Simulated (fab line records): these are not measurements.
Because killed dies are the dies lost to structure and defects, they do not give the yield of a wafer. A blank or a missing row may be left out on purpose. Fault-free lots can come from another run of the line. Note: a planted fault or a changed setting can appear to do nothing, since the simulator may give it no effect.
Chamber matching / flow sky130 / 3 sister chambers for SKY_CONTACT_HDPCVD_02 on hdpcvd-02
The step deposits SiO2, target thk 565 nm, time 94.2 s. 3 wafers are shown with their chamber, then 7 later ones without.

WAFERS WITH THEIR CHAMBER
wafer=L710.2; chamber=1; run length s (s)=122.1
wafer=L721.1; chamber=2; run length s (s)=121.4
wafer=L721.5; chamber=0; run length s (s)=123.0

WAFERS WITHOUT THEIR CHAMBER
wafer=L721.6; run length s (s)=121.6
wafer=L724.1; run length s (s)=121.8
wafer=L724.4; run length s (s)=122.0
wafer=L724.5; run length s (s)=121.4
wafer=L725.1; run length s (s)=122.4
wafer=L725.4; run length s (s)=122.0
wafer=L725.6; run length s (s)=121.9

THE CHAMBER EACH PASSED THROUGH
wafer=L721.6; from the rows above=can't be placed: 2 or 1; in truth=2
wafer=L724.1; from the rows above=can't be placed: 1 or 2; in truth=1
wafer=L724.4; from the rows above=1; in truth=1
wafer=L724.5; from the rows above=2; in truth=2
wafer=L725.1; from the rows above=can't be placed: 1 or 0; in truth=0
wafer=L725.4; from the rows above=1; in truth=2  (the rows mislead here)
wafer=L725.6; from the rows above=can't be placed: 1 or 2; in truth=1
Placed correctly: 2 of 7. These rows do not allow placing 4 (true chamber among the candidates in 4). Number placed wrongly: 1.
How it was worked out, from the rows above alone: a wafer's distance from a chamber is the root of the sum, over the readings, of the square of ((its reading less the chamber's mean) divided by the reading's scatter). The wafer belongs to the nearest chamber; if the next one is less than 2 further off, it can't be placed. Each chamber's mean is taken over the wafers shown for it. The scatter (one wafer shown for each chamber): square how far every hidden wafer sits from the nearest shown wafer, average those squares and take the square root.
